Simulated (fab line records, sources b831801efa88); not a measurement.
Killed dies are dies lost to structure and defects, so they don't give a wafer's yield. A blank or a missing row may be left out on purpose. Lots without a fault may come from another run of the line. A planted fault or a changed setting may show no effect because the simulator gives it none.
fab line records | flow sky130
record lots=6 wafers=18 last_day=50
route steps=708 shown POLY_GATE@233 LDD_N@237 LDD_P@255 PAD_OPEN@708
lots that met no fault: from a run of the same line without faults
start_h: hours from the record's first day to the start of the lot's first wafer shown | wait_h: hours since the lot's step before | " the same as in the row above | L1.1+2: a row that stands for several wafers | - no value, or no start given | * or withheld: withheld | < > ~ a bound
route shown NAME@n: a module of which the file shows steps, and the number in the route of the first | usual: mean/standard deviation of fault-free wafers | same: alike in all rows | chamber/n: place in a boat | sites: the reading at each site | _std_site: their standard deviation | _edge_site: outer sites' mean less inner sites' | radius_mm: how far each site lies from the wafer's centre | mask NAME#n: copy n | behind: the tool/chamber that last shaped the wafer | hold: why the lot was held/for how many hours/how that ended | device: the transistor (n, p or np) that didn't switch | end of line: the same wafers' tests at the end of the route | a step without rows: its recipe alone | killed: dies lost to structure and defects at the first sort, not the wafer's yield | map: a wafer's dies, x killed, . not, _ none there
set.NAME: the setting as run; set.NAME@STEP: as run at that earlier step | model.NAME: the simulator's own value behind a step, which no gauge read
lots at some steps of the route; a table a step, a row a wafer
services: from which hour (start_h, from the record's first day; less than 0 if before it) a tool's chamber was out of use, for how many hours, and why
## steps
# step SKY_POLY_GATE_CLEAN_19
# recipe chemistry=SC1/SC2 mix=1:4:20 temp_c=70 time_s=150 dry=n2_spin
# step SKY_POLY_GATE_OXIDATION_20
# recipe temp_c=850 ambient=O2 stabilise_s=600 purge_s=300 target_thk_a=40 ox_time_s=899
# step SKY_POLY_GATE_THK_MEAS_21
# recipe reads=SiO2_of_POLY_GATE_OXIDATION_20
# usual POLY_GATE_OXIDATION_THK=4.01/0.08
# columns lot.wafer tool chamber start_h wait_h POLY_GATE_OXIDATION_THK[nm]
L117.2 film_metro-02 - 386.24 0.0 4.10
L117.4 " - " " 4.16
L117.5 " - " " 4.16
L125.1 film_metro-02 - 467.14 0.0 3.96
L125.4 " - " " 3.91
L125.6 " - " " 3.95
L130.2 film_metro-02 - 511.16 0.0 3.96
L130.4 " - " " 4.09
L130.6 " - " " 3.95
L133.1 film_metro-03 - 532.45 0.0 4.09
L133.2 " - " " 4.09
L133.5 " - " " 4.06
L136.3 film_metro-02 - 547.96 0.0 4.00
L136.4 " - " " 3.99
L136.5 " - " " 3.95
L137.3 film_metro-02 - 560.53 0.0 4.10
L137.5 " - " " 4.07
L137.6 " - " " 4.02
# step SKY_POLY_GATE_CD_MEAS_22
# usual cd_nm=149.4/2
# columns lot.wafer tool chamber start_h wait_h cd_nm
L117.2 cd_sem-02 - 386.32 0.1 147.2
L117.4 " - " " 149.9
L117.5 " - " " 147.2
L125.1 cd_sem-01 - 467.20 0.1 150.2
L125.4 " - " " 146.9
L125.6 " - " " 147.5
L130.2 cd_sem-02 - 511.24 0.1 148.6
L130.4 " - " " 151.2
L130.6 " - " " 147.1
L133.1 cd_sem-01 - 532.51 0.1 148.4
L133.2 " - " " 149.7
L133.5 " - " " 150.0
L136.3 cd_sem-02 - 548.06 0.1 147.8
L136.4 " - " " 146.3
L136.5 " - " " 147.8
L137.3 cd_sem-02 - 560.62 0.1 151.7
L137.5 " - " " 147.8
L137.6 " - " " 148.8
# step SKY_LDD_N_DEHYDRATE_00
# recipe temp_c=200 time_s=60
# step SKY_LDD_N_HMDS_01
# recipe prime_time_s=60 prime_temp_c=120
# step SKY_LDD_N_COAT_02
# recipe resist=NOVOLAK spin_rpm=3000 resist_thk_nm=300
# step SKY_LDD_N_SOFTBAKE_03
# recipe temp_c=90 time_s=60 resist=NOVOLAK
# step SKY_LDD_N_EXPOSE_04
# recipe mask_id=NTM target_cd_nm=840 na=0.6 source_shape=conventional sigma_outer=0.6 dose_mj=110
# step SKY_LDD_N_PEB_05
# recipe temp_c=withheld time_s=* resist=NOVOLAK
# step SKY_LDD_N_DEVELOP_06
# recipe develop_time_s=60 dev_temp_c=23
# step SKY_LDD_N_OVL_MEAS_07
# usual LDD_N_OVL=0.3/1.3
# columns lot.wafer tool chamber start_h wait_h LDD_N_OVL[nm]
L117.2 overlay-02 - 415.36 0.1 -0.8
L117.4 " - " " -0.8
L117.5 " - " " -1.6
L125.1 overlay-02 - 497.71 0.1 -0.4
L125.4 " - " " -1.2
L125.6 " - " " -0.2
L130.2 overlay-02 - 540.90 0.1 -0.3
L130.4 " - " " -0.7
L130.6 " - " " -0.8
L133.1 overlay-01 - 561.46 0.1 -0.5
L133.2 " - " " -2.6
L133.5 " - " " -0.5
L136.3 overlay-01 - 576.36 0.1 -0.3
L136.4 " - " " 0.6
L136.5 " - " " -0.4
L137.3 overlay-02 - 590.01 0.1 2.0
L137.5 " - " " 1.9
L137.6 " - " " 1.0
# step SKY_LDD_N_IMPLANT_08
# recipe species=As energy_kev=20 dose_cm2=7.5e+13 tilt_deg=withheld rotation_deg=23
# usual beam_energy_keV=19.999/0.0061 beam_on_s=9.97/0.22 dose_ions_cm2=7.501e+13/8e+10 faraday_current_uA=424/9.3 rotation_deg=22.995/0.021
# columns lot.wafer tool chamber start_h wait_h beam_energy_keV beam_on_s dose_ions_cm2 faraday_current_uA rotation_deg
L117.2 implanter-02 0 415.42 0.0 19.992 10.11 7.494e+13 417 22.951
L117.4 " 0 " " 19.991 10.12 7.499e+13 419 22.980
L117.5 " 0 " " 19.996 9.90 7.498e+13 426 22.999
L125.1 implanter-04 0 497.74 0.0 19.998 10.33 7.503e+13 408 23.002
L125.4 " 0 " " 20.004 9.82 7.508e+13 432 23.001
L125.6 " 0 " " 20.000 10.12 7.499e+13 420 22.971
L130.2 implanter-04 0 540.96 0.0 19.990 56.08 5.1563e+14 518 23.013
L130.4 " 0 " " 19.994 54.20 5.1538e+14 536 22.978
L130.6 " 0 " " 19.995 54.61 5.1545e+14 532 22.996
L133.1 implanter-04 0 561.49 0.0 19.997 55.66 5.1554e+14 521 23.028
L133.2 " 0 " " 19.985 56.88 5.1555e+14 512 22.997
L133.5 " 0 " " 20.005 54.32 5.1557e+14 531 23.000
L136.3 implanter-01 0 576.43 0.1 20.001 9.80 7.493e+13 434 22.979
L136.4 " 0 " " 19.995 10.16 7.483e+13 415 22.968
L136.5 " 0 " " 19.998 9.99 7.498e+13 421 22.978
L137.3 implanter-01 0 590.08 0.1 19.986 9.93 7.501e+13 429 23.004
L137.5 " 0 " " 19.988 10.22 7.494e+13 414 22.997
L137.6 " 0 " " 20.003 9.55 7.498e+13 442 22.971
# step SKY_LDD_N_IMPLANT_09
# recipe species=As energy_kev=20 dose_cm2=7.5e+13 tilt_deg=withheld rotation_deg=113
# step SKY_LDD_N_IMPLANT_10
# recipe species=As energy_kev=20 dose_cm2=7.5e+13 tilt_deg=withheld rotation_deg=203
# step SKY_LDD_N_IMPLANT_11
# recipe species=As energy_kev=20 dose_cm2=7.5e+13 tilt_deg=withheld rotation_deg=293
# step SKY_LDD_N_IMPLANT_12
# recipe species=BF2 energy_kev=50 dose_cm2=5e+12 tilt_deg=30 rotation_deg=0
# step SKY_LDD_N_IMPLANT_13
# recipe species=BF2 energy_kev=50 dose_cm2=5e+12 tilt_deg=30 rotation_deg=90
# step SKY_LDD_N_IMPLANT_14
# recipe species=BF2 energy_kev=50 dose_cm2=5e+12 tilt_deg=30 rotation_deg=180
# step SKY_LDD_N_IMPLANT_15
# recipe species=BF2 energy_kev=50 dose_cm2=5e+12 tilt_deg=30 rotation_deg=270
# step SKY_LDD_N_STRIP_16
# recipe chemistry=O2/N2 power_w=1400 pressure_mtorr=1500 platen_temp_c=withheld o2_flow_sccm=3000 n2_flow_sccm=300 overash_fraction=0.5
# usual drypump_motor_current_A=6.14/0.21 o2_flow_sccm=2999/8 oes_product_au=0.407/0.0046 strip_time_to_endpoint_s=4.313/0.013
# columns lot.wafer tool chamber start_h wait_h drypump_motor_current_A o2_flow_sccm oes_product_au rf_hours_counter_h strip_time_to_endpoint_s
L117.2 plasma_asher-03 1 416.59 0.1 6.15 3020 0.397 71 4.314
L117.4 " 1 " " 6.16 3012 0.410 - 4.313
L117.5 " 1 " " 6.15 3008 0.410 - 4.314
L125.1 plasma_asher-01 1 498.94 0.1 6.37 3009 0.414 70 4.284
L125.4 " 0 " " 5.84 3009 0.406 - 4.302
L125.6 " 1 " " 6.38 3004 0.402 - 4.299
L130.2 plasma_asher-04 1 542.13 0.1 6.24 2997 0.409 41 5.348
L130.4 " 0 " " 6.35 3018 0.398 - 5.343
L130.6 " 0 " " 6.34 3007 0.414 - 5.340
L133.1 plasma_asher-01 0 562.69 0.1 5.83 2996 0.405 76 5.349
L133.2 " 1 " " 6.39 3002 0.406 76 5.338
L133.5 " 1 " " 6.40 2985 0.399 - 5.355
L136.3 plasma_asher-01 1 577.62 0.1 6.35 2991 0.411 - 4.328
L136.4 " 0 " " 5.81 3000 0.405 - 4.330
L136.5 " 1 " " 6.39 2990 0.403 - 4.331
L137.3 plasma_asher-01 1 591.27 0.1 6.36 2988 0.401 - 4.304
L137.5 " 0 " " 5.84 2996 0.400 - 4.305
L137.6 " 1 " " 6.37 2990 0.411 - 4.321
# step SKY_LDD_N_TW_MEAS_17
# usual LDD_N_TW=2607/14
# columns lot.wafer tool chamber start_h wait_h LDD_N_TW
L117.2 film_metro-01 - 416.70 0.1 2633
L117.4 " - " " 2623
L117.5 " - " " 2620
L125.1 film_metro-03 - 499.04 0.1 2613
L125.4 " - " " 2614
L125.6 " - " " 2609
L130.2 film_metro-01 - 542.24 0.1 2979
L130.4 " - " " 2986
L130.6 " - " " 2988
L133.1 film_metro-04 - 562.79 0.1 2961
L133.2 " - " " 2960
L133.5 " - " " 2977
L136.3 film_metro-04 - 577.70 0.1 2612
L136.4 " - " " 2609
L136.5 " - " " 2596
L137.3 film_metro-03 - 591.35 0.1 2584
L137.5 " - " " 2582
L137.6 " - " " 2588
# step SKY_LDD_P_DEHYDRATE_00
# recipe temp_c=200 time_s=60
# step SKY_PAD_OPEN_PROBE_99
# usual killed_at_M0_to_M3=44/6.8 killed_at_M4_up=3.2/1.7 killed_at_contacts=24/4.9 killed_at_front_end=14/4.1 killed_at_other=0.2/0.51 killed_dies=85/8.7 killed_open=46/6.8 killed_short=39/6.1
# same gross_dies=492 killed_at_back_side=0
# columns lot.wafer tool chamber start_h wait_h killed_at_M0_to_M3 killed_at_M4_up killed_at_contacts killed_at_front_end killed_at_other killed_dies killed_open killed_short model.etest.tip_n.rs_ohm_sq model.etest.nfet_01v8.r_on_ohm_um model.etest.nfet_01v8_lvt.drive_ua_um model.etest.nfet_01v8.drive_ua_um model.etest.sram_nfet_pass.drive_ua_um model.etest.nfet_01v8_turned.drive_ua_um model.etest.nfet_01v8_swapped.drive_ua_um model.etest.tip_n.rs_ohm_sq_range
L117.2 prober-02 - 1081.88 0.1 49 5 23 10 2 89 44 45 441.9 863.4 544.6 479.5 478.8 479.3 480.8 9.859
L117.4 prober-02 - 1081.98 0.2 34 3 29 21 1 88 52 36 440.2 855.6 562.3 490.4 468.3 492.4 492.8 16.38
L117.5 prober-02 - 1082.03 0.2 36 5 28 13 0 82 51 31 440.9 847.2 551.8 488.2 478.1 484.6 486.8 21.06
L125.1 prober-02 - 1137.71 0.1 40 0 25 15 0 80 41 39 442.2 847.2 561.5 489.6 467.4 491.8 489 14.16
L125.4 prober-02 - 1137.86 0.2 41 3 24 15 0 83 38 45 439.7 833.1 568.4 490.8 475 498.1 493.7 16.25
L125.6 prober-02 - 1137.96 0.2 44 5 24 18 0 91 44 47 441.8 835.9 570.4 497.6 474.8 499 498.9 13.84
L130.2 prober-01 - 1169.77 0.1 46 1 24 18 0 89 45 44 279.4 736.1 660.6 583 571.8 578.7 573 9.722
L130.4 prober-01 - 1169.87 0.2 35 1 28 17 0 81 50 31 279.8 750.3 649.5 573.3 569.4 566.7 566.1 14.12
L130.6 prober-01 - 1169.97 0.2 38 2 31 19 0 90 42 48 278.8 744.7 657 577.5 572.1 579.3 567.4 7.866
L133.1 prober-02 - 1174.31 0.1 35 0 26 17 0 78 38 40 276.4 745.4 657.4 588.8 581.1 578.2 570.2 7.1
L133.2 prober-02 - 1174.36 0.1 43 2 31 15 0 91 44 47 278.1 742.7 651.5 570.6 561.3 567 562.6 7.055
L133.5 prober-02 - 1174.51 0.2 44 1 26 14 0 85 58 27 278.1 743.4 649.8 575.8 573.5 570.3 561.3 8.014
L136.3 prober-01 - 1185.46 0.2 41 2 19 8 0 70 43 27 437 810.2 581.4 510.4 503 513.3 508.7 10.64
L136.4 prober-01 - 1185.51 0.2 49 5 31 11 0 96 53 43 436.7 804 585.9 513.9 501 516.3 514.7 14
L136.5 prober-01 - 1185.56 0.2 49 1 28 11 0 89 48 41 435.8 801.5 584.9 520.1 501.9 519.3 515.5 13.31
L137.3 prober-02 - 1194.28 0.2 54 3 13 12 1 83 44 39 444.8 836.1 577.6 504.6 510.4 506.2 503.9 11.59
L137.5 prober-02 - 1194.38 0.2 42 1 32 12 1 88 46 42 441.9 832.2 571.6 505.6 491.2 503.9 505 13.6
L137.6 prober-02 - 1194.43 0.2 47 4 20 12 0 83 44 39 446.7 821 587.1 510.1 503.3 511.3 510.8 13.36
# killed by level:class
L117.2 VIA1:geometric_particle:open=9 VIA3:geometric_particle:open=8 LI_CONTACT:geometric_particle:open=7 VIA1:geometric_particle:short=7 VIA2:geometric_particle:short=7 CONTACT:geometric_particle:open=6 VIA2:geometric_particle:open=6 METAL4:geometric_particle:short=5
L117.4 CONTACT:geometric_particle:open=10 LI_CONTACT:geometric_particle:open=9 POLY_GATE:geometric_particle:short=6 VIA1:geometric_particle:open=6 VIA2:geometric_particle:open=6 POLY_GATE:geometric_particle:open=5 METAL3:geometric_particle:short=5 METAL2:geometric_particle:short=5
L117.5 CONTACT:geometric_particle:open=12 VIA1:geometric_particle:open=8 VIA2:geometric_particle:open=7 LI_CONTACT:geometric_particle:open=7 VIA3:geometric_particle:open=7 CONTACT:geometric_particle:short=7 VIA1:geometric_particle:short=7 POLY_GATE:geometric_particle:short=4
L125.1 LI_CONTACT:geometric_particle:open=11 VIA2:geometric_particle:open=9 FIELD_ISO:geometric_particle:short=6 CONTACT:geometric_particle:short=6 METAL1:geometric_particle:short=6 VIA1:geometric_particle:open=6 VIA3:geometric_particle:short=5 SPACER:geometric_particle:open=4
L125.4 VIA1:geometric_particle:open=7 CONTACT:geometric_particle:open=7 METAL2:geometric_particle:short=7 FIELD_ISO:geometric_particle:short=6 LI_CONTACT:geometric_particle:open=6 LOCAL_INTERCONNECT:geometric_particle:short=6 FIELD_ISO:geometric_particle:open=5 METAL3:geometric_particle:short=5
L125.6 VIA1:geometric_particle:open=13 CONTACT:geometric_particle:open=7 METAL1:geometric_particle:short=7 POLY_GATE:geometric_particle:open=5 LI_CONTACT:geometric_particle:open=5 METAL2:geometric_particle:short=5 METAL4:geometric_particle:short=5 LI_CONTACT:geometric_particle:short=4
L130.2 VIA1:geometric_particle:open=8 CONTACT:geometric_particle:open=7 FIELD_ISO:geometric_particle:short=6 POLY_GATE:geometric_particle:open=6 VIA2:geometric_particle:open=6 VIA3:geometric_particle:open=6 VIA3:geometric_particle:short=5 LI_CONTACT:geometric_particle:open=5
L130.4 CONTACT:geometric_particle:open=12 VIA1:geometric_particle:open=10 CONTACT:geometric_particle:short=6 VIA3:geometric_particle:open=6 POLY_GATE:geometric_particle:short=5 LI_CONTACT:geometric_particle:open=5 FIELD_ISO:geometric_particle:open=4 POLY_GATE:geometric_particle:open=4
L130.6 VIA1:geometric_particle:open=10 CONTACT:geometric_particle:short=9 LI_CONTACT:geometric_particle:open=7 VIA3:geometric_particle:open=7 FIELD_ISO:geometric_particle:open=5 FIELD_ISO:geometric_particle:short=5 LI_CONTACT:geometric_particle:short=5 CONTACT:geometric_particle:open=5
L133.1 LI_CONTACT:geometric_particle:open=7 VIA1:geometric_particle:open=7 VIA2:geometric_particle:open=7 CONTACT:geometric_particle:short=6 LOCAL_INTERCONNECT:geometric_particle:short=5 CONTACT:geometric_particle:open=5 VIA3:geometric_particle:short=5 FIELD_ISO:geometric_particle:short=4
L133.2 LI_CONTACT:geometric_particle:open=9 FIELD_ISO:geometric_particle:open=7 CONTACT:geometric_particle:open=7 METAL2:geometric_particle:short=7 VIA3:geometric_particle:open=7 LOCAL_INTERCONNECT:geometric_particle:short=6 VIA1:geometric_particle:open=6 LI_CONTACT:geometric_particle:short=5
L133.5 LI_CONTACT:geometric_particle:open=13 VIA2:geometric_particle:open=12 CONTACT:geometric_particle:open=10 VIA1:geometric_particle:open=8 VIA3:geometric_particle:open=6 METAL2:geometric_particle:short=5 METAL1:geometric_particle:short=4 FIELD_ISO:geometric_particle:open=3
L136.3 LI_CONTACT:geometric_particle:open=11 VIA2:geometric_particle:open=10 VIA1:geometric_particle:open=7 CONTACT:geometric_particle:open=5 METAL1:geometric_particle:short=5 VIA1:geometric_particle:short=5 METAL3:geometric_particle:short=4 VIA3:geometric_particle:open=3
L136.4 LI_CONTACT:geometric_particle:open=13 CONTACT:geometric_particle:open=9 VIA1:geometric_particle:open=8 METAL1:geometric_particle:short=8 VIA3:geometric_particle:open=8 VIA1:geometric_particle:short=6 FIELD_ISO:geometric_particle:short=5 METAL3:geometric_particle:short=5
L136.5 CONTACT:geometric_particle:open=15 VIA1:geometric_particle:open=10 METAL1:geometric_particle:short=8 LI_CONTACT:geometric_particle:open=5 VIA2:geometric_particle:open=5 VIA1:geometric_particle:short=5 VIA3:geometric_particle:short=5 VIA3:geometric_particle:open=5
L137.3 METAL2:geometric_particle:short=10 VIA1:geometric_particle:open=9 VIA3:geometric_particle:open=9 VIA2:geometric_particle:open=7 CONTACT:geometric_particle:open=6 CONTACT:geometric_particle:short=4 FIELD_ISO:geometric_particle:short=4 METAL1:geometric_particle:short=4
L137.5 LI_CONTACT:geometric_particle:open=11 VIA2:geometric_particle:open=9 CONTACT:geometric_particle:short=8 CONTACT:geometric_particle:open=7 VIA1:geometric_particle:open=7 METAL2:geometric_particle:short=6 VIA1:geometric_particle:short=6 FIELD_ISO:geometric_particle:open=5
L137.6 METAL2:geometric_particle:short=9 LI_CONTACT:geometric_particle:open=8 METAL1:geometric_particle:short=8 VIA1:geometric_particle:open=8 CONTACT:geometric_particle:open=7 VIA2:geometric_particle:open=7 FIELD_ISO:geometric_particle:open=5 POLY_GATE:geometric_particle:short=5
## services
# columns tool chamber start_h hours kind
plasma_asher-03 - 421.25 9.0 pm
plasma_asher-03 0 421.25 9.0 vent_cycle
plasma_asher-03 1 421.25 9.0 vent_cycle
plasma_asher-03 0 430.25 - clean
plasma_asher-03 1 430.25 - clean
plasma_asher-03 - 443.47 3.0 repair
implanter-04 - 470.48 3.2 pm
plasma_asher-04 - 477.69 2.8 pm
implanter-01 - 488.37 3.3 repair
plasma_asher-03 - 507.16 1.3 repair
plasma_asher-01 - 511.22 2.0 repair
plasma_asher-04 - 542.33 2.1 repair
implanter-02 - 559.18 7.7 pm
implanter-02 - 566.80 3.6 repair
plasma_asher-04 - 588.81 0.4 repair
## key
first_sign step=SKY_LDD_N_IMPLANT_08 reading=dose_ions_cm2 direction=up sigmas=99+ usual=* struck=*
effect step=SKY_LDD_N_IMPLANT_08 reading=beam_on_s direction=up sigmas=99+ usual=9.97 struck=55.29
effect step=SKY_LDD_N_STRIP_16 reading=strip_time_to_endpoint_s direction=up sigmas=77 usual=* struck=*
effect step=SKY_LDD_N_TW_MEAS_17 reading=LDD_N_TW direction=up sigmas=26 usual=2607 struck=2975
model_effect step=SKY_PAD_OPEN_PROBE_99 value=etest.tip_n.rs_ohm_sq without=442.6 struck=278.4
met_at SKY_LDD_N_IMPLANT_08
struck_wafers L130.2,L130.4,L130.6,L133.1,L133.2,L133.5
tester_left_out L130,L133
onset_between 497.74 540.96
fault kind=process_parameter_drift tool=implanter-04 chamber=- onset_h=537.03 steps=SKY_LDD_N_IMPLANT_08 channel=dose_cm2 offset=* shape=step end_h=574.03 acts_in=* stated=*
# tester_left_out: of these lots the tester's yield and bins aren't shown, on N5 and GAA mostly nor the transistor test; their killed dies are dies lost to structure and defects alone, not to doping, threshold or leakage, so they don't give the yield
